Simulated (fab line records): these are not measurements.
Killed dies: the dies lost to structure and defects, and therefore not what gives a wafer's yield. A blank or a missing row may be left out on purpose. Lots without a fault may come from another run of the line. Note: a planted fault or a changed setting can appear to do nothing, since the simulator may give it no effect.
fab line records | flow sky130
[record] lots = 13 | wafers = 39 | last_day = 50
route steps=708 shown SD_N@353 LI_CONTACT@378 LOCAL_INTERCONNECT@387
lots that met no fault: taken from a fault-free run of the same line
start_h: start of the lot's first displayed wafer, in hours after the record's first day | wait_h: time in hours since the lot's previous step | " identical to the entry in the row above | L1.1+2: a single row standing in for several wafers | - no value, or no start given | * or withheld: withheld | < > ~ a bound
route shown NAME@n: NAME is a module with steps in the file, n the number in the route of the first one | usual: mean and standard deviation over wafers with no fault | same: alike in all rows | chamber/n: place in a boat | sites: each site's reading | _std_site: the standard deviation of these | _edge_site: outer sites' mean less inner sites' | radius_mm: for every site, how far away it sits from the centre of the wafer | mask NAME#n: copy n | behind: tool/chamber where the wafer was last shaped | hold: why the lot was held/for how many hours/how that ended | device: the n, p or np transistor that did not switch | end of line: the same wafers' tests at the end of the route | step lacking rows: just its recipe | killed: dies that structure and defects cost at the first sort, which is not the same as the wafer's yield | map: the dies of a wafer, with x for killed, . for not killed, _ for no die there
set.NAME: the run value of the setting; set.NAME@STEP: its run value at that earlier step | model.NAME: the simulator's own value behind a step, which no gauge read
route steps across a sampled set of lots; one table per step, one row per wafer
services: from which hour (start_h, from the record's first day; less than 0 if before it) a tool's chamber was out of use, for how many hours, and why
[[steps]]
[step SKY_SD_N_STRIP_11]
[recipe] chemistry = O2/N2 | power_w = 1400 | pressure_mtorr = 1500 | platen_temp_c = withheld | o2_flow_sccm = 3000 | n2_flow_sccm = 300 | overash_fraction = 0.5
[usual] chamber_pressure_mTorr = 1499.9/1.5 | drypump_motor_current_A = 5.9/0.57 | n2_flow_sccm = 300.3/0.79 | oes_product_au = 0.527/0.0046 | strip_time_to_endpoint_s = 22.55/0.04
lot.wafer | tool            | chamber | start_h | wait_h | chamber_pressure_mTorr | drypump_motor_current_A | n2_flow_sccm | oes_product_au | rf_hours_counter_h | strip_time_to_endpoint_s
L291.1    | plasma_asher-02 | 0       | 661.35  | 0.1    | 1500.6                 | 5.1                     | 300.7        | 0.525          | 56                 | 22.53
L291.3    | "               | 1       | "       | "      | 1499.7                 | 6.6                     | 299.4        | 0.524          | -                  | 22.52
L291.6    | "               | 1       | "       | "      | 1497.9                 | 6.6                     | 299.1        | 0.529          | -                  | 22.55
L292.1    | plasma_asher-02 | 0       | 669.15  | 0.1    | 1500.4                 | 5.1                     | 300.0        | 0.525          | 57                 | 22.50
L292.2    | "               | 1       | "       | "      | 1500.8                 | 6.6                     | 301.5        | 0.538          | 57                 | 22.55
L292.3    | "               | 0       | "       | "      | 1501.9                 | 5.1                     | 300.6        | 0.528          | -                  | 22.55
L293.2    | plasma_asher-03 | 1       | 676.87  | 0.1    | 1499.0                 | 5.8                     | 300.9        | 0.525          | 96                 | 22.57
L293.3    | "               | 0       | "       | "      | 1500.9                 | 6.0                     | 300.3        | 0.524          | -                  | 22.59
L293.4    | "               | 1       | "       | "      | 1499.4                 | 5.8                     | 300.4        | 0.527          | -                  | 22.52
L294.1    | plasma_asher-02 | 0       | 683.08  | 0.1    | 1501.1                 | 5.1                     | 300.5        | 0.537          | 58                 | 22.52
L294.4    | "               | 1       | "       | "      | 1502.4                 | 6.6                     | 301.1        | 0.523          | -                  | 22.58
L294.5    | "               | 0       | "       | "      | 1498.8                 | 5.1                     | 300.2        | 0.537          | -                  | 22.54
L297.3    | plasma_asher-02 | 0       | 710.23  | 0.1    | 1498.9                 | 5.1                     | 299.9        | 0.524          | -                  | 22.57
L297.4    | "               | 1       | "       | "      | 1499.6                 | 6.6                     | 300.1        | 0.523          | -                  | 22.61
L297.6    | "               | 1       | "       | "      | 1496.9                 | 6.6                     | 301.0        | 0.525          | -                  | 22.55
L298.2    | plasma_asher-03 | 0       | 728.55  | 0.1    | 1500.1                 | 6.0                     | 301.1        | 0.535          | 101                | 22.55
L298.4    | "               | 1       | "       | "      | 1501.3                 | 5.7                     | 300.9        | 0.530          | -                  | 22.50
L298.5    | "               | 1       | "       | "      | 1499.4                 | 5.8                     | 299.6        | 0.527          | -                  | 22.57
L299.1    | plasma_asher-02 | 0       | 745.83  | 0.1    | 1501.5                 | 5.1                     | 301.2        | 0.528          | 65                 | 22.51
L299.2    | "               | 1       | "       | "      | 1500.1                 | 6.6                     | 300.4        | 0.533          | 65                 | 22.50
L299.4    | "               | 0       | "       | "      | 1499.1                 | 5.1                     | 300.8        | 0.527          | -                  | 22.47
L300.1    | plasma_asher-03 | 1       | 751.50  | 0.1    | 1499.7                 | 5.8                     | 301.0        | 0.530          | 1                  | 22.53
L300.4    | "               | 0       | "       | "      | 1495.9                 | 6.0                     | 300.8        | 0.525          | -                  | 22.56
L300.6    | "               | 0       | "       | "      | 1500.9                 | 6.1                     | 300.9        | 0.526          | -                  | 22.57
L301.1    | plasma_asher-02 | 0       | 756.53  | 0.1    | 1498.8                 | 5.1                     | 300.5        | 0.534          | 66                 | 22.58
L301.2    | "               | 1       | "       | "      | 1499.6                 | 6.6                     | 301.3        | 0.530          | 66                 | 22.61
L301.3    | "               | 0       | "       | "      | 1497.1                 | 5.1                     | 300.7        | 0.526          | -                  | 22.55
L305.3    | plasma_asher-03 | 0       | 777.14  | 0.1    | 1502.1                 | 6.0                     | 298.6        | 0.529          | -                  | 22.50
L305.5    | "               | 1       | "       | "      | 1503.7                 | 5.7                     | 300.2        | 0.522          | -                  | 22.52
L305.6    | "               | 0       | "       | "      | 1500.0                 | 6.0                     | 299.3        | 0.533          | -                  | 22.50
L308.2    | plasma_asher-02 | 1       | 793.70  | 0.1    | 1498.4                 | 6.5                     | 300.5        | 0.531          | 70                 | 22.55
L308.3    | "               | 1       | "       | "      | 1502.9                 | 6.6                     | 299.7        | 0.522          | -                  | 22.55
L308.4    | "               | 0       | "       | "      | 1501.2                 | 5.1                     | 300.9        | 0.534          | -                  | 22.61
L310.1    | plasma_asher-04 | 1       | 802.40  | 0.1    | 1501.4                 | 6.0                     | 299.5        | 0.526          | 98                 | 22.52
L310.3    | "               | 1       | "       | "      | 1499.1                 | 6.0                     | 300.0        | 0.525          | -                  | 22.49
L310.6    | "               | 1       | "       | "      | 1502.8                 | 6.0                     | 299.8        | 0.524          | -                  | 22.50
L314.1    | plasma_asher-02 | 0       | 835.88  | 0.1    | 1500.0                 | 5.1                     | 300.2        | 0.530          | 74                 | 22.59
L314.4    | "               | 1       | "       | "      | 1501.1                 | 6.6                     | 299.9        | 0.519          | -                  | 22.58
L314.5    | "               | 1       | "       | "      | 1499.4                 | 6.6                     | 300.5        | 0.526          | -                  | 22.55
[step SKY_LI_CONTACT_STRIP_16]
[recipe] chemistry = O2/N2 | power_w = 1400 | pressure_mtorr = 1500 | platen_temp_c = withheld | o2_flow_sccm = 3000 | n2_flow_sccm = 300 | overash_fraction = 0.5
[usual] chamber_pressure_mTorr = 1499.9/1.3 | drypump_motor_current_A = 6.1/0.32 | n2_flow_sccm = 300.1/0.97 | oes_product_au = 0.375/0.0048 | strip_time_to_endpoint_s = 3.493/0.03
lot.wafer | tool            | chamber | start_h | wait_h | chamber_pressure_mTorr | drypump_motor_current_A | n2_flow_sccm | oes_product_au | rf_hours_counter_h | strip_time_to_endpoint_s
L291.1    | plasma_asher-03 | 0       | 692.03  | -      | 1499.4                 | 6.1                     | 298.7        | 0.378          | 98                 | 3.505
L291.3    | "               | 1       | "       | "      | 1500.6                 | 5.8                     | 299.0        | 0.374          | -                  | 3.511
L291.6    | "               | 1       | "       | "      | 1499.9                 | 5.8                     | 300.4        | 0.363          | -                  | 3.516
L292.1    | plasma_asher-04 | 1       | 699.83  | -      | 1498.0                 | 6.0                     | 300.8        | 0.374          | 90                 | 3.501
L292.2    | "               | 0       | "       | "      | 1500.4                 | 6.5                     | 299.1        | 0.380          | 90                 | 3.497
L292.3    | "               | 1       | "       | "      | 1500.9                 | 6.0                     | 299.5        | 0.362          | -                  | 3.494
L293.2    | plasma_asher-03 | 1       | 707.26  | -      | 1502.1                 | 5.7                     | 301.0        | 0.380          | 99                 | 3.515
L293.3    | "               | 1       | "       | "      | 1500.2                 | 5.8                     | 301.5        | 0.376          | -                  | 3.485
L293.4    | "               | 0       | "       | "      | 1499.9                 | 6.0                     | 300.0        | 0.384          | -                  | 3.510
L294.1    | plasma_asher-01 | 0       | 713.36  | -      | 1499.7                 | 6.4                     | 301.6        | 0.374          | 29                 | 3.476
L294.4    | "               | 0       | "       | "      | 1498.9                 | 6.4                     | 300.8        | 0.384          | -                  | 3.496
L294.5    | "               | 0       | "       | "      | 1500.4                 | 6.4                     | 301.0        | 0.368          | -                  | 3.552
L297.3    | plasma_asher-01 | 0       | 739.21  | -      | 1500.6                 | 6.5                     | 298.6        | 0.375          | -                  | 3.538
L297.4    | "               | 1       | "       | "      | 1500.4                 | 5.7                     | 299.4        | 0.383          | -                  | 3.484
L297.6    | "               | 0       | "       | "      | 1500.2                 | 6.5                     | 299.0        | 0.381          | -                  | 3.558
L298.2    | plasma_asher-01 | 1       | 756.76  | -      | 1497.9                 | 5.7                     | 300.7        | 0.372          | 34                 | 3.458
L298.4    | "               | 0       | "       | "      | 1501.0                 | 6.5                     | 298.7        | 0.380          | -                  | 3.466
L298.5    | "               | 0       | "       | "      | 1499.0                 | 6.5                     | 300.9        | 0.377          | -                  | 3.498
L299.1    | plasma_asher-04 | 0       | 776.81  | -      | 1499.2                 | 6.5                     | 300.1        | 0.371          | 95                 | 3.490
L299.2    | "               | 1       | "       | "      | 1501.9                 | 6.0                     | 299.1        | 0.381          | 95                 | 3.523
L299.4    | "               | 0       | "       | "      | 1500.9                 | 6.5                     | 299.9        | 0.372          | -                  | 3.513
L300.1    | plasma_asher-01 | 0       | 779.21  | -      | 1498.1                 | 6.5                     | 298.6        | 0.378          | 36                 | 3.504
L300.4    | "               | 0       | "       | "      | 1500.0                 | 6.5                     | 299.8        | 0.381          | -                  | 3.528
L300.6    | "               | 0       | "       | "      | 1501.0                 | 6.5                     | 300.4        | 0.378          | -                  | 3.525
L301.1    | plasma_asher-04 | 1       | 784.41  | -      | 1500.2                 | 6.0                     | 301.3        | 0.375          | 96                 | 3.503
L301.2    | "               | 0       | "       | "      | 1500.1                 | 6.5                     | 301.5        | 0.369          | 96                 | 3.474
L301.3    | "               | 0       | "       | "      | 1501.4                 | 6.6                     | 299.7        | 0.379          | -                  | 3.450
L305.3    | plasma_asher-03 | 0       | 804.36  | -      | 1500.1                 | 6.1                     | 301.7        | 0.370          | -                  | 3.499
L305.5    | "               | 0       | "       | "      | 1499.8                 | 6.1                     | 300.2        | 0.374          | -                  | 3.470
L305.6    | "               | 1       | "       | "      | 1498.9                 | 5.7                     | 299.3        | 0.374          | -                  | 3.495
L308.2    | plasma_asher-03 | 0       | 821.63  | -      | 1501.4                 | 6.1                     | 299.8        | 0.373          | 8                  | 3.503
L308.3    | "               | 0       | "       | "      | 1501.0                 | 6.1                     | 299.5        | 0.382          | -                  | 3.489
L308.4    | "               | 1       | "       | "      | 1501.1                 | 5.8                     | 301.0        | 0.376          | -                  | 3.484
L310.1    | plasma_asher-03 | 1       | 830.43  | -      | 1497.9                 | 5.8                     | 299.6        | 0.375          | 9                  | 3.457
L310.3    | "               | 0       | "       | "      | 1500.7                 | 6.0                     | 301.9        | 0.387          | -                  | 3.511
L310.6    | "               | 0       | "       | "      | 1497.1                 | 6.1                     | 301.8        | 0.374          | -                  | 3.478
L314.1    | plasma_asher-03 | 1       | 863.58  | -      | 1498.5                 | 5.7                     | 299.8        | 0.373          | 9                  | 3.492
L314.4    | "               | 0       | "       | "      | 1501.1                 | 6.0                     | 299.7        | 0.372          | -                  | 3.469
L314.5    | "               | 1       | "       | "      | 1499.4                 | 5.7                     | 299.3        | 0.379          | -                  | 3.518
[step SKY_LI_CONTACT_CVD_21]
[recipe] material = W | target_thk_nm = 400 | time_s = 120.56 | temp_c = 400 | pressure_torr = 40
[usual] heater_power_w = 818/57
lot.wafer | tool     | chamber | start_h | wait_h | heater_power_w
L291.1    | cvd_w-01 | 1       | 692.46  | 0.0    | 738
L291.3    | "        | 1       | "       | "      | 716
L291.6    | "        | 1       | "       | "      | 729
L292.1    | cvd_w-01 | 1       | 700.26  | 0.0    | 710
L292.2    | "        | 0       | "       | "      | 868
L292.3    | "        | 0       | "       | "      | 852
L293.2    | cvd_w-02 | 1       | 707.73  | 0.1    | 856
L293.3    | "        | 1       | "       | "      | 840
L293.4    | "        | 1       | "       | "      | 833
L294.1    | cvd_w-02 | 1       | 713.79  | 0.0    | 830
L294.4    | "        | 1       | "       | "      | 855
L294.5    | "        | 1       | "       | "      | 879
L297.3    | cvd_w-02 | 0       | 739.67  | 0.1    | 767
L297.4    | "        | 1       | "       | "      | 868
L297.6    | "        | 1       | "       | "      | 853
L298.2    | cvd_w-01 | 1       | 757.19  | 0.0    | 742
L298.4    | "        | 1       | "       | "      | 734
L298.5    | "        | 1       | "       | "      | 715
L299.1    | cvd_w-01 | 0       | 777.24  | 0.0    | 841
L299.2    | "        | 1       | "       | "      | 738
L299.4    | "        | 1       | "       | "      | 726
L300.1    | cvd_w-01 | 0       | 779.65  | 0.0    | 875
L300.4    | "        | 0       | "       | "      | 868
L300.6    | "        | 0       | "       | "      | 860
L301.1    | cvd_w-01 | 0       | 785.05  | 0.0    | 882
L301.2    | "        | 0       | "       | "      | 841
L301.3    | "        | 0       | "       | "      | 868
L305.3    | cvd_w-02 | 1       | 804.80  | 0.1    | 862
L305.5    | "        | 1       | "       | "      | 851
L305.6    | "        | 0       | "       | "      | 790
L308.2    | cvd_w-02 | 1       | 822.10  | 0.1    | 870
L308.3    | "        | 1       | "       | "      | 847
L308.4    | "        | 1       | "       | "      | 880
L310.1    | cvd_w-02 | 1       | 830.89  | 0.0    | 857
L310.3    | "        | 0       | "       | "      | 776
L310.6    | "        | 1       | "       | "      | 859
L314.1    | cvd_w-02 | 0       | 864.01  | 0.0    | 791
L314.4    | "        | 0       | "       | "      | 793
L314.5    | "        | 0       | "       | "      | 770
[step SKY_LOCAL_INTERCONNECT_SPUTTER_00]
[recipe] material = TiN | target_thk_nm = 100 | temp_c = 300 | power_w = 6500 | time_s = 83.3 | chamber_pressure_pa = 0.4
[usual] cathode_dc_power_W = 6500.0/1.2 | throttle_valve_pct = 30.2/0.79
lot.wafer | tool           | chamber | start_h | wait_h | cathode_dc_power_W | throttle_valve_pct
L291.1    | pvd_sputter-03 | -       | 693.07  | 0.2    | 6499.1             | 30.7
L291.3    | "              | -       | "       | "      | 6499.2             | 30.3
L291.6    | "              | -       | "       | "      | 6497.4             | 30.6
L292.1    | pvd_sputter-02 | -       | 700.87  | 0.1    | 6499.9             | 29.5
L292.2    | "              | -       | "       | "      | 6500.7             | 29.4
L292.3    | "              | -       | "       | "      | 6498.6             | 31.7
L293.2    | pvd_sputter-03 | -       | 708.42  | 0.2    | 6501.7             | 29.2
L293.3    | "              | -       | "       | "      | 6501.4             | 30.7
L293.4    | "              | -       | "       | "      | 6497.5             | 30.2
L294.1    | pvd_sputter-03 | -       | 714.52  | 0.1    | 6500.4             | 30.4
L294.4    | "              | -       | "       | "      | 6500.6             | 29.4
L294.5    | "              | -       | "       | "      | 6500.2             | 30.5
L297.3    | pvd_sputter-02 | -       | 740.23  | 0.1    | 6502.2             | 29.7
L297.4    | "              | -       | "       | "      | 6500.3             | 29.3
L297.6    | "              | -       | "       | "      | 6500.9             | 29.5
L298.2    | pvd_sputter-04 | -       | 757.79  | 0.2    | 6500.1             | 28.7
L298.4    | "              | -       | "       | "      | 6498.5             | 31.0
L298.5    | "              | -       | "       | "      | 6499.8             | 31.3
L299.1    | pvd_sputter-03 | -       | 777.85  | 0.1    | 6501.9             | 30.6
L299.2    | "              | -       | "       | "      | 6499.8             | 30.5
L299.4    | "              | -       | "       | "      | 6499.3             | 30.5
L300.1    | pvd_sputter-03 | -       | 780.26  | 0.2    | 6499.4             | 30.6
L300.4    | "              | -       | "       | "      | 6499.6             | 30.7
L300.6    | "              | -       | "       | "      | 6498.7             | 30.6
L301.1    | pvd_sputter-04 | -       | 785.78  | 0.2    | 6500.9             | 30.8
L301.2    | "              | -       | "       | "      | 6500.7             | 30.3
L301.3    | "              | -       | "       | "      | 6499.8             | 28.9
L305.3    | pvd_sputter-03 | -       | 805.37  | 0.1    | 6499.9             | 30.9
L305.5    | "              | -       | "       | "      | 6501.4             | 30.4
L305.6    | "              | -       | "       | "      | 6500.7             | 30.6
L308.2    | pvd_sputter-02 | -       | 822.79  | 0.1    | 6499.3             | 29.7
L308.3    | "              | -       | "       | "      | 6500.2             | 31.6
L308.4    | "              | -       | "       | "      | 6500.3             | 29.8
L310.1    | pvd_sputter-03 | -       | 831.50  | 0.2    | 6498.3             | 30.9
L310.3    | "              | -       | "       | "      | 6759.4             | 30.4
L310.6    | "              | -       | "       | "      | 6498.3             | 28.9
L314.1    | pvd_sputter-02 | -       | 864.62  | 0.2    | 6500.4             | 29.6
L314.4    | "              | -       | "       | "      | 6499.4             | 30.5
L314.5    | "              | -       | "       | "      | 6500.7             | 30.4
[[services]]
tool            | chamber | start_h | hours | kind
cvd_w-02        | -       | 642.70  | 6.0   | pm
pvd_sputter-04  | -       | 673.57  | 7.3   | repair
pvd_sputter-02  | -       | 675.87  | 5.5   | repair
pvd_sputter-03  | -       | 681.51  | 2.5   | repair
pvd_sputter-03  | -       | 689.84  | 2.6   | repair
cvd_w-02        | 0       | 701.98  | 14.1  | repair
plasma_asher-03 | -       | 708.66  | 5.0   | repair
pvd_sputter-03  | -       | 732.54  | 11.1  | repair
plasma_asher-03 | -       | 733.75  | 9.0   | pm
plasma_asher-03 | 0       | 733.75  | 9.0   | vent_cycle
plasma_asher-03 | 1       | 733.75  | 9.0   | vent_cycle
plasma_asher-04 | -       | 739.17  | 28.1  | pm
plasma_asher-03 | 0       | 742.75  | -     | clean
plasma_asher-03 | 1       | 742.75  | -     | clean
cvd_w-02        | 0       | 765.72  | 3.3   | repair
pvd_sputter-04  | -       | 767.78  | 13.7  | repair
plasma_asher-01 | -       | 775.98  | 2.8   | pm
cvd_w-01        | 1       | 783.49  | 13.5  | repair
plasma_asher-03 | -       | 788.06  | 2.8   | pm
cvd_w-02        | 0       | 817.50  | 5.8   | repair
plasma_asher-03 | -       | 831.59  | 2.0   | repair
plasma_asher-03 | -       | 833.76  | 28.1  | pm
plasma_asher-01 | -       | 846.96  | 0.4   | repair
cvd_w-01        | 1       | 863.86  | 2.7   | repair
[[key]]
[first_sign] step = SKY_LOCAL_INTERCONNECT_SPUTTER_00 | reading = cathode_dc_power_W | direction = up | sigmas = 99+ | usual = 6500.0 | struck = 6759.4
effect none on later readings
met_at SKY_LOCAL_INTERCONNECT_SPUTTER_00
struck_lots L310
struck_wafers L310.3
sort_left_out L310.3
tester_left_out L310
not_acting_at SKY_SD_N_STRIP_11,SKY_LI_CONTACT_STRIP_16,SKY_LI_CONTACT_CVD_21
onset_between 777.85 831.50
[fault] kind = process_parameter_drift | tool = pvd_sputter-03 | chamber = - | onset_h = 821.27 | steps = SKY_LOCAL_INTERCONNECT_SPUTTER_00 | channel = power_w | offset = * | shape = step | end_h = 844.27 | acts_in = * | stated = * | scope = struck_wafers_only
// tester_left_out: of these lots the tester's yield and bins aren't shown, on N5 and GAA mostly nor the transistor test; their killed dies are dies lost to structure and defects alone, not to doping, threshold or leakage, so they don't give the yield
// sort_left_out: the simulated sort isn't trusted on such a fault, so these wafers' sort isn't shown, and their yield isn't known
